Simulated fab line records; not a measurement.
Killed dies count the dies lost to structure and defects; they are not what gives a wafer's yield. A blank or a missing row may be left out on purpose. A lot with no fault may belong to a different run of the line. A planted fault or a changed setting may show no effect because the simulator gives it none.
fab line records -- flow sky130
record lots=13, wafers=38, last-day=51
route steps=708 shown DNWELL@44 SONOS_TUNNEL@162 LDD_HVN@274 VIA3@573 PAD_OPEN@708
lots that met no fault: from a run of the same line without faults
start-h: the number of hours between the record's first day and the start of the first shown wafer of the lot -- wait-h: time in hours since the lot's previous step -- " repeats the value in the row above -- L1.1+2: one row covering several wafers at once -- - no value present, or no start provided -- * or withheld: withheld -- < > ~ a bound
route shown NAME@n: NAME is a module with steps in the file, n the number in the route of the first one -- usual: mean/standard deviation taken from wafers without a fault -- same: alike in all rows -- chamber/n: place in a boat -- sites: per-site readings -- _std_site: the values' standard deviation -- _edge_site: inner sites' mean taken away from outer sites' mean -- radius-mm: how far each site lies from the wafer's centre -- mask NAME#n: copy n -- behind: the tool/chamber that last shaped the wafer -- hold: why the lot was held/for how many hours/how that ended -- device: the transistor (n, p or np) that didn't switch -- end of line: tests of these same wafers at the route's end -- a step with no rows: only its recipe -- killed: at the first sort, the dies lost to defects and structure; wafer yield is something else -- map: the dies of a wafer, with x for killed, . for not killed, _ for no die there
set.NAME: the setting as run; set.NAME@STEP: as run at that earlier step -- model.NAME: the simulator's own value behind a step, which no gauge read
the route's steps for a sample of lots (tables are steps, rows are wafers)
services: a tool's chamber out of use, with start hour (start-h, from the record's first day; less than 0 if before it), hours out, and reason
## steps
# step SKY_DNWELL_TW_MEAS_09
# usual DNWELL_TW=1114/11
lot.wafer,tool,chamber,start-h,wait-h,DNWELL_TW
L420.1,film-metro-04,-,58.19,0.1,1120
L420.4,film-metro-04,-,58.19,0.1,1115
L420.5,film-metro-04,-,58.19,0.1,1117
L421.1,film-metro-03,-,61.44,0.1,1119
L421.3,film-metro-03,-,61.44,0.1,1122
L421.5,film-metro-03,-,61.44,0.1,1123
L422.1,film-metro-02,-,69.49,0.1,1096
L422.2,film-metro-02,-,69.49,0.1,1101
L422.5,film-metro-02,-,69.49,0.1,1098
L423.1,film-metro-02,-,76.09,0.1,1109
L423.3,film-metro-02,-,76.09,0.1,1107
L423.5,film-metro-02,-,76.09,0.1,1102
L424.1,film-metro-03,-,79.05,0.1,1117
L424.3,film-metro-03,-,79.05,0.1,1121
L424.4,film-metro-03,-,79.05,0.1,1124
L425.2,film-metro-04,-,84.10,0.1,1122
L425.3,film-metro-04,-,84.10,0.1,1128
L425.4,film-metro-04,-,84.10,0.1,1131
L427.2,film-metro-02,-,96.95,0.1,1095
L427.3,film-metro-02,-,96.95,0.1,1099
L427.4,film-metro-02,-,96.95,0.1,1102
L428.1,film-metro-03,-,101.14,0.1,1123
L428.4,film-metro-03,-,101.14,0.1,1122
L428.6,film-metro-03,-,101.14,0.1,1120
L430.1,film-metro-02,-,109.94,0.1,1098
L430.3,film-metro-02,-,109.94,0.1,1098
L430.6,film-metro-02,-,109.94,0.1,1096
L433.1,film-metro-03,-,127.70,0.1,1129
L433.6,film-metro-03,-,127.70,0.1,1129
L439.1,film-metro-02,-,160.64,0.1,1103
L439.3,film-metro-02,-,160.64,0.1,1103
L439.6,film-metro-02,-,160.64,0.1,1097
L441.2,film-metro-04,-,171.52,0.1,1114
L441.4,film-metro-04,-,171.52,0.1,1120
L441.5,film-metro-04,-,171.52,0.1,1120
L442.1,film-metro-04,-,192.09,0.1,1121
L442.3,film-metro-04,-,192.09,0.1,1121
L442.6,film-metro-04,-,192.09,0.1,1116
# step SKY_SONOS_TUNNEL_OVL_MEAS_08
# usual SONOS_TUNNEL_OVL=-0.2/1.6
lot.wafer,tool,chamber,start-h,wait-h,SONOS_TUNNEL_OVL[nm]
L420.1,overlay-02,-,254.32,0.1,-2.9
L420.4,overlay-02,-,254.32,0.1,-0.2
L420.5,overlay-02,-,254.32,0.1,-2.6
L421.1,overlay-02,-,260.96,0.1,-2.2
L421.3,overlay-02,-,260.96,0.1,0.3
L421.5,overlay-02,-,260.96,0.1,-0.2
L422.1,overlay-02,-,273.86,0.1,0.1
L422.2,overlay-02,-,273.86,0.1,-2.1
L422.5,overlay-02,-,273.86,0.1,-2.3
L423.1,overlay-02,-,281.72,0.1,-3.3
L423.3,overlay-02,-,281.72,0.1,-4.0
L423.5,overlay-02,-,281.72,0.1,-2.3
L424.1,overlay-02,-,287.01,0.1,-2.4
L424.3,overlay-02,-,287.01,0.1,-2.0
L424.4,overlay-02,-,287.01,0.1,-0.9
L425.2,overlay-02,-,293.47,0.1,-0.1
L425.3,overlay-02,-,293.47,0.1,2.3
L425.4,overlay-02,-,293.47,0.1,-0.9
L427.2,overlay-02,-,311.87,0.1,-1.7
L427.3,overlay-02,-,311.87,0.1,0.6
L427.4,overlay-02,-,311.87,0.1,-1.1
L428.1,overlay-01,-,318.76,0.1,-0.2
L428.4,overlay-01,-,318.76,0.1,-0.8
L428.6,overlay-01,-,318.76,0.1,-1.1
L430.1,overlay-01,-,333.12,0.2,-0.2
L430.3,overlay-01,-,333.12,0.2,1.4
L430.6,overlay-01,-,333.12,0.2,0.9
L433.1,overlay-01,-,354.42,0.1,-0.1
L433.6,overlay-01,-,354.42,0.1,0.0
L439.1,overlay-02,-,405.69,0.1,-1.1
L439.3,overlay-02,-,405.69,0.1,1.0
L439.6,overlay-02,-,405.69,0.1,-1.3
L441.2,overlay-02,-,424.21,0.1,-1.7
L441.4,overlay-02,-,424.21,0.1,-0.7
L441.5,overlay-02,-,424.21,0.1,-0.4
L442.1,overlay-01,-,454.27,0.1,1.5
L442.3,overlay-01,-,454.27,0.1,1.5
L442.6,overlay-01,-,454.27,0.1,2.1
# step SKY_LDD_HVN_OVL_MEAS_07
# usual LDD_HVN_OVL=0.5/1.4
lot.wafer,tool,chamber,start-h,wait-h,LDD_HVN_OVL[nm]
L420.1,overlay-01,-,470.35,0.1,1.3
L420.4,overlay-01,-,470.35,0.1,2.8
L420.5,overlay-01,-,470.35,0.1,2.8
L421.1,overlay-01,-,476.60,0.1,-0.3
L421.3,overlay-01,-,476.60,0.1,0.0
L421.5,overlay-01,-,476.60,0.1,-0.9
L422.1,overlay-01,-,491.75,0.1,-0.2
L422.2,overlay-01,-,491.75,0.1,0.1
L422.5,overlay-01,-,491.75,0.1,-0.1
L423.1,overlay-02,-,498.14,0.1,0.2
L423.3,overlay-02,-,498.14,0.1,-0.3
L423.5,overlay-02,-,498.14,0.1,0.6
L424.1,overlay-02,-,509.80,0.1,-1.1
L424.3,overlay-02,-,509.80,0.1,-2.1
L424.4,overlay-02,-,509.80,0.1,-2.0
L425.2,overlay-01,-,518.15,0.1,1.6
L425.3,overlay-01,-,518.15,0.1,2.4
L425.4,overlay-01,-,518.15,0.1,1.8
L427.2,overlay-02,-,537.76,0.1,1.5
L427.3,overlay-02,-,537.76,0.1,2.5
L427.4,overlay-02,-,537.76,0.1,1.8
L428.1,overlay-02,-,542.09,0.1,1.8
L428.4,overlay-02,-,542.09,0.1,1.8
L428.6,overlay-02,-,542.09,0.1,3.3
L430.1,overlay-02,-,562.89,0.1,0.8
L430.3,overlay-02,-,562.89,0.1,1.5
L430.6,overlay-02,-,562.89,0.1,-0.7
L433.1,overlay-02,-,581.74,0.1,-1.3
L433.6,overlay-02,-,581.74,0.1,0.8
L439.1,overlay-02,-,631.59,0.1,0.2
L439.3,overlay-02,-,631.59,0.1,1.0
L439.6,overlay-02,-,631.59,0.1,1.1
L441.2,overlay-02,-,649.59,0.1,0.8
L441.4,overlay-02,-,649.59,0.1,0.1
L441.5,overlay-02,-,649.59,0.1,2.5
L442.1,overlay-02,-,676.65,0.1,-2.6
L442.3,overlay-02,-,676.65,0.1,-1.6
L442.6,overlay-02,-,676.65,0.1,-0.8
# step SKY_VIA3_HDPCVD_00
# recipe material=SiO2, target-thk-nm=1635, sigma-open-frac=0.3, time-s=272.5, temp-c=400, sih4-flow-sccm=60, pressure-mtorr=6
# usual run-length-s=300.4/0.44
lot.wafer,tool,chamber,start-h,wait-h,run-length-s
L420.1,hdpcvd-02,0,905.20,0.0,300.7
L420.4,hdpcvd-02,2,905.20,0.0,300.4
L420.5,hdpcvd-02,0,905.20,0.0,301.1
L421.1,hdpcvd-02,0,911.62,0.0,300.3
L421.3,hdpcvd-02,1,911.62,0.0,300.0
L421.5,hdpcvd-02,1,911.62,0.0,299.7
L422.1,hdpcvd-01,2,922.08,0.0,300.4
L422.2,hdpcvd-01,1,922.08,0.0,299.8
L422.5,hdpcvd-01,2,922.08,0.0,300.0
L423.1,hdpcvd-01,1,930.04,0.0,300.2
L423.3,hdpcvd-01,2,930.04,0.0,300.2
L423.5,hdpcvd-01,0,930.04,0.0,301.3
L424.1,hdpcvd-02,1,940.46,0.0,300.0
L424.3,hdpcvd-02,2,940.46,0.0,300.6
L424.4,hdpcvd-02,1,940.46,0.0,300.3
L425.2,hdpcvd-01,2,943.98,0.0,300.3
L425.3,hdpcvd-01,1,943.98,0.0,299.8
L425.4,hdpcvd-01,1,943.98,0.0,300.3
L427.2,hdpcvd-01,1,962.51,0.0,300.2
L427.3,hdpcvd-01,2,962.51,0.0,300.0
L427.4,hdpcvd-01,1,962.51,0.0,299.7
L428.1,hdpcvd-01,1,963.43,0.0,299.6
L428.4,hdpcvd-01,1,963.43,0.0,299.7
L428.6,hdpcvd-01,2,963.43,0.0,300.5
L430.1,hdpcvd-01,1,980.18,0.0,234.6
L430.3,hdpcvd-01,0,980.18,0.0,301.1
L430.6,hdpcvd-01,1,980.18,0.0,235.0
L433.1,hdpcvd-01,0,996.32,0.0,235.5
L433.6,hdpcvd-01,1,996.32,0.0,235.1
L439.1,hdpcvd-02,0,1035.70,0.0,301.0
L439.3,hdpcvd-02,2,1035.70,0.0,300.6
L439.6,hdpcvd-02,1,1035.70,0.0,299.9
L441.2,hdpcvd-02,2,1049.50,0.0,301.5
L441.4,hdpcvd-02,2,1049.50,0.0,300.7
L441.5,hdpcvd-02,0,1049.50,0.0,300.4
L442.1,hdpcvd-02,1,1080.08,0.1,300.2
L442.3,hdpcvd-02,2,1080.08,0.1,300.8
L442.6,hdpcvd-02,2,1080.08,0.1,301.0
# step SKY_VIA3_THK_MEAS_01
# recipe reads=SiO2_of_VIA3_HDPCVD_00
# usual VIA3_HDPCVD_THK=1633/20
lot.wafer,tool,chamber,start-h,wait-h,VIA3_HDPCVD_THK[nm]
L420.1,film-metro-03,-,905.36,0.1,1646
L420.4,film-metro-03,-,905.36,0.1,1644
L420.5,film-metro-03,-,905.36,0.1,1652
L421.1,film-metro-03,-,911.79,0.1,1631
L421.3,film-metro-03,-,911.79,0.1,1646
L421.5,film-metro-03,-,911.79,0.1,1658
L422.1,film-metro-02,-,922.24,0.1,1618
L422.2,film-metro-02,-,922.24,0.1,1628
L422.5,film-metro-02,-,922.24,0.1,1606
L423.1,film-metro-03,-,930.24,0.1,1609
L423.3,film-metro-03,-,930.24,0.1,1602
L423.5,film-metro-03,-,930.24,0.1,1617
L424.1,film-metro-01,-,940.63,0.1,1618
L424.3,film-metro-01,-,940.63,0.1,1616
L424.4,film-metro-01,-,940.63,0.1,1633
L425.2,film-metro-02,-,944.15,0.1,1606
L425.3,film-metro-02,-,944.15,0.1,1646
L425.4,film-metro-02,-,944.15,0.1,1621
L427.2,film-metro-02,-,962.69,0.1,1638
L427.3,film-metro-02,-,962.69,0.1,1623
L427.4,film-metro-02,-,962.69,0.1,1606
L428.1,film-metro-02,-,963.60,0.1,1641
L428.4,film-metro-02,-,963.60,0.1,1635
L428.6,film-metro-02,-,963.60,0.1,1634
L430.1,film-metro-03,-,980.35,0.1,1241
L430.3,film-metro-03,-,980.35,0.1,1606
L430.6,film-metro-03,-,980.35,0.1,1211
L433.1,film-metro-03,-,996.49,0.1,1241
L433.6,film-metro-03,-,996.49,0.1,1229
L439.1,film-metro-02,-,1035.86,0.1,1622
L439.3,film-metro-02,-,1035.86,0.1,1634
L439.6,film-metro-02,-,1035.86,0.1,1650
L441.2,film-metro-02,-,1049.68,0.1,1646
L441.4,film-metro-02,-,1049.68,0.1,1639
L441.5,film-metro-02,-,1049.68,0.1,1635
L442.1,film-metro-02,-,1080.25,0.1,1653
L442.3,film-metro-02,-,1080.25,0.1,1613
L442.6,film-metro-02,-,1080.25,0.1,1636
# step SKY_PAD_OPEN_PROBE_99
# usual defect-limited-yield=82.6/1.8, killed_at_M0_to_M3=43/6.5, killed_at_M4_up=3.1/1.8, killed-at-contacts=24/5.6, killed-at-front-end=15/4.2, killed-at-other=0.3/0.5, killed-dies=86/8.9, killed-on-rim=17/4.3, killed-open=47/6.9, killed-short=39/5.9
# same gross-dies=492, killed-at-back-side=0
lot.wafer,tool,chamber,start-h,wait-h,defect-limited-yield[%],killed_at_M0_to_M3,killed_at_M4_up,killed-at-contacts,killed-at-front-end,killed-at-other,killed-dies,killed-on-rim,killed-open,killed-short
L420.1,prober-02,-,1076.89,0.1,83.3,39,5,22,16,0,82,12,45,37
L420.4,prober-02,-,1077.04,0.2,87.0,29,3,17,15,0,64,18,34,30
L420.5,prober-02,-,1077.09,0.2,81.5,49,4,19,18,1,91,15,54,37
L421.1,prober-01,-,1082.85,0.1,82.5,52,2,22,10,0,86,9,48,38
L421.3,prober-01,-,1082.95,0.2,82.5,42,3,26,15,0,86,18,46,39
L421.5,prober-01,-,1083.05,0.2,83.9,49,4,10,15,1,79,15,32,46
L422.1,prober-02,-,1091.57,0.1,81.1,50,4,23,16,0,93,21,51,42
L422.2,prober-02,-,1091.62,0.1,82.7,43,3,19,19,1,85,18,50,35
L422.5,prober-02,-,1091.77,0.2,82.5,49,2,20,13,2,86,17,44,42
L423.1,prober-01,-,1096.98,0.1,83.5,39,4,27,11,0,81,14,42,39
L423.3,prober-01,-,1097.08,0.2,81.1,43,4,25,21,0,93,18,50,43
L423.5,prober-01,-,1097.18,0.2,84.6,34,1,24,17,0,76,21,32,44
L424.1,prober-01,-,1104.72,0.1,84.3,38,6,20,13,0,77,12,43,34
L424.3,prober-01,-,1104.82,0.2,85.6,39,1,20,11,0,71,16,31,40
L424.4,prober-01,-,1104.87,0.2,82.7,37,7,29,12,0,85,23,39,46
L425.2,prober-02,-,1109.98,0.1,84.8,42,3,21,9,0,75,18,45,30
L425.3,prober-02,-,1110.03,0.2,83.9,40,3,17,19,0,79,16,37,42
L425.4,prober-02,-,1110.08,0.2,83.5,52,2,20,7,0,81,14,42,39
L427.2,prober-02,-,1124.46,0.1,83.5,41,7,16,16,1,81,18,45,36
L427.3,prober-02,-,1124.51,0.2,85.8,32,3,22,13,0,70,13,39,31
L427.4,prober-02,-,1124.56,0.2,86.4,37,4,15,10,1,67,12,40,27
L428.1,prober-01,-,1126.04,0.1,83.5,51,4,15,11,0,81,18,32,49
L428.4,prober-01,-,1126.19,0.2,82.7,50,4,23,8,0,85,12,52,33
L428.6,prober-01,-,1126.29,0.2,78.9,64,4,16,20,0,104,17,52,52
L430.1,prober-01,-,1136.60,0.1,82.9,36,7,24,17,0,84,14,48,36
L430.3,prober-01,-,1136.70,0.2,81.3,46,7,17,22,0,92,20,51,41
L430.6,prober-01,-,1136.85,0.2,78.9,53,4,31,16,0,104,20,49,55
L433.1,prober-02,-,1151.62,0.1,83.9,43,4,17,15,0,79,10,45,34
L433.6,prober-02,-,1151.87,0.2,82.1,40,4,31,13,0,88,20,40,48
L439.1,prober-02,-,1180.46,0.1,82.3,50,2,28,7,0,87,16,45,42
L439.3,prober-02,-,1180.56,0.2,81.3,51,2,26,13,0,92,18,52,40
L439.6,prober-02,-,1180.71,0.2,83.9,39,4,22,14,0,79,16,47,32
L441.2,prober-02,-,1190.46,0.1,79.7,57,3,30,9,1,100,32,57,43
L441.4,prober-02,-,1190.56,0.2,83.5,40,1,26,14,0,81,20,50,31
L441.5,prober-02,-,1190.61,0.2,82.7,43,1,25,16,0,85,15,49,36
L442.1,prober-02,-,1212.03,0.1,78.7,47,0,37,21,0,105,24,50,55
L442.3,prober-02,-,1212.13,0.2,81.5,34,7,40,10,0,91,21,42,49
L442.6,prober-02,-,1212.28,0.2,79.5,56,4,28,13,0,101,22,59,42
# killed by level:class
L420.1 VIA1:geometric-particle:open=11 CONTACT:geometric-particle:open=10 CONTACT:geometric-particle:short=6 VIA3:geometric-particle:open=5 FIELD_ISO:geometric-particle:open=4 FIELD_ISO:geometric-particle:short=4 METAL2:geometric-particle:short=4 VIA2:geometric-particle:short=4
L420.4 LI_CONTACT:geometric-particle:open=9 FIELD_ISO:geometric-particle:short=6 VIA1:geometric-particle:open=6 CONTACT:geometric-particle:open=4 VIA2:geometric-particle:open=4 METAL2:geometric-particle:short=4 POLY_GATE:geometric-particle:open=3 SPACER:geometric-particle:short=3
L420.5 VIA3:geometric-particle:open=10 VIA1:geometric-particle:open=9 METAL2:geometric-particle:short=7 VIA2:geometric-particle:open=7 CONTACT:geometric-particle:open=6 POLY_GATE:geometric-particle:open=5 FIELD_ISO:geometric-particle:short=4 LI_CONTACT:geometric-particle:open=4
L421.1 VIA1:geometric-particle:open=15 VIA3:geometric-particle:open=8 VIA1:geometric-particle:short=7 LI_CONTACT:geometric-particle:open=7 VIA2:geometric-particle:open=7 CONTACT:geometric-particle:short=5 CONTACT:geometric-particle:open=5 METAL2:geometric-particle:short=5
L421.3 VIA1:geometric-particle:open=12 LI_CONTACT:geometric-particle:open=9 CONTACT:geometric-particle:open=8 METAL1:geometric-particle:short=7 FIELD_ISO:geometric-particle:open=5 CONTACT:geometric-particle:short=5 VIA1:geometric-particle:short=5 METAL2:geometric-particle:short=5
L421.5 VIA1:geometric-particle:open=11 METAL2:geometric-particle:short=9 VIA3:geometric-particle:open=7 METAL1:geometric-particle:short=6 POLY_GATE:geometric-particle:short=5 CONTACT:geometric-particle:short=5 VIA1:geometric-particle:short=5 VIA2:geometric-particle:open=5
L422.1 VIA3:geometric-particle:open=9 METAL2:geometric-particle:short=9 LI_CONTACT:geometric-particle:open=8 VIA1:geometric-particle:open=8 CONTACT:geometric-particle:open=7 METAL1:geometric-particle:open=6 FIELD_ISO:geometric-particle:short=5 POLY_GATE:geometric-particle:short=4
L422.2 VIA1:geometric-particle:open=9 VIA3:geometric-particle:open=9 LI_CONTACT:geometric-particle:open=7 FIELD_ISO:geometric-particle:open=6 CONTACT:geometric-particle:open=5 METAL1:geometric-particle:short=5 METAL2:geometric-particle:short=5 VIA2:geometric-particle:open=5
L422.5 VIA1:geometric-particle:short=8 METAL2:geometric-particle:short=8 VIA3:geometric-particle:open=8 VIA1:geometric-particle:open=6 CONTACT:geometric-particle:open=6 CONTACT:geometric-particle:short=5 VIA2:geometric-particle:open=5 FIELD_ISO:geometric-particle:open=3
L423.1 CONTACT:geometric-particle:open=12 VIA1:geometric-particle:open=9 METAL1:geometric-particle:short=8 VIA3:geometric-particle:open=7 CONTACT:geometric-particle:short=5 LI_CONTACT:geometric-particle:short=4 LOCAL_INTERCONNECT:geometric-particle:short=4 VIA1:geometric-particle:short=4
L423.3 VIA1:geometric-particle:open=12 CONTACT:geometric-particle:open=10 LI_CONTACT:geometric-particle:open=7 METAL2:geometric-particle:short=7 POLY_GATE:geometric-particle:open=6 VIA3:geometric-particle:open=6 FIELD_ISO:geometric-particle:short=5 FIELD_ISO:geometric-particle:open=4
L423.5 CONTACT:geometric-particle:open=7 CONTACT:geometric-particle:short=7 METAL2:geometric-particle:short=7 VIA1:geometric-particle:open=6 VIA3:geometric-particle:open=6 LOCAL_INTERCONNECT:geometric-particle:short=5 POLY_GATE:geometric-particle:short=4 METAL1:geometric-particle:short=4
L424.1 VIA2:geometric-particle:open=7 CONTACT:geometric-particle:short=7 VIA3:geometric-particle:open=5 CONTACT:geometric-particle:open=5 METAL1:geometric-particle:short=5 VIA1:geometric-particle:open=5 FIELD_ISO:geometric-particle:open=4 POLY_GATE:geometric-particle:open=4
L424.3 VIA1:geometric-particle:open=9 METAL2:geometric-particle:short=9 CONTACT:geometric-particle:open=7 VIA1:geometric-particle:short=6 LI_CONTACT:geometric-particle:open=4 POLY_GATE:geometric-particle:short=4 LOCAL_INTERCONNECT:geometric-particle:short=4 CONTACT:geometric-particle:short=4
L424.4 LI_CONTACT:geometric-particle:open=9 LOCAL_INTERCONNECT:geometric-particle:short=8 METAL1:geometric-particle:short=7 VIA1:geometric-particle:open=7 CONTACT:geometric-particle:open=6 VIA2:geometric-particle:open=6 VIA1:geometric-particle:short=5 SPACER:geometric-particle:short=4
L425.2 VIA1:geometric-particle:open=15 CONTACT:geometric-particle:open=11 LI_CONTACT:geometric-particle:open=6 FIELD_ISO:geometric-particle:short=5 VIA1:geometric-particle:short=5 VIA2:geometric-particle:short=5 METAL3:geometric-particle:short=4 VIA3:geometric-particle:open=3
L425.3 VIA1:geometric-particle:short=9 VIA1:geometric-particle:open=6 FIELD_ISO:geometric-particle:short=5 FIELD_ISO:geometric-particle:open=4 LI_CONTACT:geometric-particle:short=4 LI_CONTACT:geometric-particle:open=4 CONTACT:geometric-particle:open=4 VIA3:geometric-particle:open=4
L425.4 VIA1:geometric-particle:open=10 CONTACT:geometric-particle:open=9 VIA2:geometric-particle:open=9 METAL2:geometric-particle:short=8 METAL1:geometric-particle:short=7 LI_CONTACT:geometric-particle:open=6 VIA1:geometric-particle:short=5 VIA3:geometric-particle:short=4
L427.2 VIA1:geometric-particle:open=8 LI_CONTACT:geometric-particle:open=8 METAL1:geometric-particle:short=8 FIELD_ISO:geometric-particle:short=5 POLY_GATE:geometric-particle:open=5 VIA3:geometric-particle:open=5 METAL4:geometric-particle:short=5 CONTACT:geometric-particle:open=4
L427.3 VIA3:geometric-particle:open=8 LI_CONTACT:geometric-particle:open=7 VIA1:geometric-particle:open=7 CONTACT:geometric-particle:short=5 METAL2:geometric-particle:short=5 CONTACT:geometric-particle:open=4 LOCAL_INTERCONNECT:geometric-particle:short=4 FIELD_ISO:geometric-particle:short=3
L427.4 VIA1:geometric-particle:open=7 FIELD_ISO:geometric-particle:open=5 LI_CONTACT:geometric-particle:open=5 CONTACT:geometric-particle:open=5 VIA1:geometric-particle:short=5 VIA3:geometric-particle:open=5 METAL3:geometric-particle:short=5 LI_CONTACT:geometric-particle:short=3
L428.1 VIA1:geometric-particle:open=10 VIA1:geometric-particle:short=9 METAL2:geometric-particle:short=8 METAL1:geometric-particle:short=8 CONTACT:geometric-particle:open=6 CONTACT:geometric-particle:short=5 VIA3:geometric-particle:short=4 VIA2:geometric-particle:open=4
L428.4 CONTACT:geometric-particle:open=13 VIA1:geometric-particle:open=13 VIA1:geometric-particle:short=6 METAL1:geometric-particle:short=5 METAL2:geometric-particle:short=5 VIA2:geometric-particle:open=5 LOCAL_INTERCONNECT:geometric-particle:short=4 METAL1:geometric-particle:open=3
L428.6 VIA1:geometric-particle:open=10 VIA3:geometric-particle:open=9 FIELD_ISO:geometric-particle:open=8 METAL1:geometric-particle:short=8 VIA1:geometric-particle:short=8 METAL2:geometric-particle:short=6 VIA2:geometric-particle:open=6 FIELD_ISO:geometric-particle:short=5
L430.1 VIA1:geometric-particle:open=11 CONTACT:geometric-particle:open=10 CONTACT:geometric-particle:short=7 VIA2:geometric-particle:open=6 METAL4:geometric-particle:short=6 FIELD_ISO:geometric-particle:open=4 FIELD_ISO:geometric-particle:short=4 SPACER:geometric-particle:open=4
L430.3 VIA1:geometric-particle:open=10 VIA3:geometric-particle:open=9 VIA2:geometric-particle:open=7 VIA1:geometric-particle:short=6 METAL1:geometric-particle:short=6 LI_CONTACT:geometric-particle:open=5 FIELD_ISO:geometric-particle:open=4 POLY_GATE:geometric-particle:open=4
L430.6 VIA1:geometric-particle:open=13 CONTACT:geometric-particle:open=11 METAL1:geometric-particle:short=8 LOCAL_INTERCONNECT:geometric-particle:short=7 METAL2:geometric-particle:short=7 FIELD_ISO:geometric-particle:open=6 LI_CONTACT:geometric-particle:open=6 CONTACT:geometric-particle:short=6
L433.1 VIA1:geometric-particle:open=13 VIA1:geometric-particle:short=9 CONTACT:geometric-particle:open=8 VIA2:geometric-particle:open=6 LI_CONTACT:geometric-particle:open=4 VIA3:geometric-particle:open=4 METAL2:geometric-particle:short=4 METAL4:geometric-particle:short=4
L433.6 VIA1:geometric-particle:open=13 CONTACT:geometric-particle:open=9 LI_CONTACT:geometric-particle:open=8 CONTACT:geometric-particle:short=7 LI_CONTACT:geometric-particle:short=6 METAL1:geometric-particle:short=5 POLY_GATE:geometric-particle:short=4 METAL3:geometric-particle:short=4
L439.1 METAL2:geometric-particle:short=11 VIA3:geometric-particle:open=11 CONTACT:geometric-particle:open=10 VIA1:geometric-particle:open=10 LI_CONTACT:geometric-particle:open=8 FIELD_ISO:geometric-particle:short=4 LOCAL_INTERCONNECT:geometric-particle:short=4 VIA1:geometric-particle:short=4
L439.3 CONTACT:geometric-particle:open=9 VIA2:geometric-particle:open=9 METAL2:geometric-particle:short=8 METAL1:geometric-particle:short=8 VIA1:geometric-particle:open=8 LI_CONTACT:geometric-particle:open=7 LOCAL_INTERCONNECT:geometric-particle:short=5 VIA3:geometric-particle:open=5
L439.6 LI_CONTACT:geometric-particle:open=9 VIA1:geometric-particle:open=8 VIA2:geometric-particle:open=8 CONTACT:geometric-particle:open=6 VIA1:geometric-particle:short=5 VIA3:geometric-particle:open=5 POLY_GATE:geometric-particle:open=4 VIA3:geometric-particle:short=4
L441.2 VIA1:geometric-particle:open=15 CONTACT:geometric-particle:open=9 LI_CONTACT:geometric-particle:open=7 VIA1:geometric-particle:short=7 METAL2:geometric-particle:short=6 VIA2:geometric-particle:open=6 VIA3:geometric-particle:open=6 VIA3:geometric-particle:short=6
L441.4 CONTACT:geometric-particle:open=9 VIA1:geometric-particle:open=9 VIA3:geometric-particle:open=8 FIELD_ISO:geometric-particle:open=6 LI_CONTACT:geometric-particle:open=5 METAL2:geometric-particle:short=5 CONTACT:geometric-particle:short=5 METAL1:geometric-particle:short=4
L441.5 VIA1:geometric-particle:open=10 CONTACT:geometric-particle:open=9 LI_CONTACT:geometric-particle:open=8 VIA3:geometric-particle:open=8 VIA2:geometric-particle:open=6 CONTACT:geometric-particle:short=5 VIA2:geometric-particle:short=5 METAL2:geometric-particle:short=4
L442.1 CONTACT:geometric-particle:open=14 CONTACT:geometric-particle:short=13 METAL1:geometric-particle:short=10 POLY_GATE:geometric-particle:short=7 VIA2:geometric-particle:open=7 METAL2:geometric-particle:short=5 FIELD_ISO:geometric-particle:open=4 LOCAL_INTERCONNECT:geometric-particle:open=4
L442.3 CONTACT:geometric-particle:open=12 CONTACT:geometric-particle:short=12 LI_CONTACT:geometric-particle:open=9 VIA1:geometric-particle:open=7 METAL4:geometric-particle:short=6 METAL1:geometric-particle:short=5 METAL2:geometric-particle:short=5 LOCAL_INTERCONNECT:geometric-particle:short=4
L442.6 VIA1:geometric-particle:open=12 LI_CONTACT:geometric-particle:open=10 CONTACT:geometric-particle:open=10 VIA3:geometric-particle:open=9 VIA2:geometric-particle:open=9 METAL2:geometric-particle:short=6 POLY_GATE:geometric-particle:open=6 METAL3:geometric-particle:short=5
## services
tool,chamber,start-h,hours,kind
hdpcvd-02,-,950.25,15.0,pm
hdpcvd-02,0,950.25,15.0,vent-cycle
hdpcvd-02,1,950.25,15.0,vent-cycle
hdpcvd-02,2,950.25,15.0,vent-cycle
hdpcvd-02,0,965.25,-,clean
hdpcvd-02,1,965.25,-,clean
hdpcvd-02,2,965.25,-,clean
hdpcvd-02,1,965.62,4.8,repair
hdpcvd-01,-,971.82,2.7,repair
hdpcvd-02,2,987.51,2.3,repair
hdpcvd-02,-,991.52,0.7,repair
hdpcvd-01,-,1066.56,27.8,repair
## key
first-sign step=SKY_VIA3_HDPCVD_00, reading=run-length-s, direction=down, sigmas=99+, usual=*, struck=*
effect step=SKY_VIA3_THK_MEAS_01, reading=VIA3_HDPCVD_THK, direction=down, sigmas=21, usual=1633, struck=1230
met-at SKY_VIA3_HDPCVD_00
struck-lots L430,L433
struck-wafers L430.1,L430.6,L433.1,L433.6
not-acting-at SKY_DNWELL_TW_MEAS_09,SKY_SONOS_TUNNEL_OVL_MEAS_08,SKY_LDD_HVN_OVL_MEAS_07
onset-between 963.43 980.18
fault kind=process-parameter-drift, tool=hdpcvd-01, chamber=-, onset-h=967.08, steps=SKY_VIA3_HDPCVD_00, channel=time-s, offset=*, shape=step, end-h=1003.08, scope=struck-wafers-only, acts-in=*, stated=*
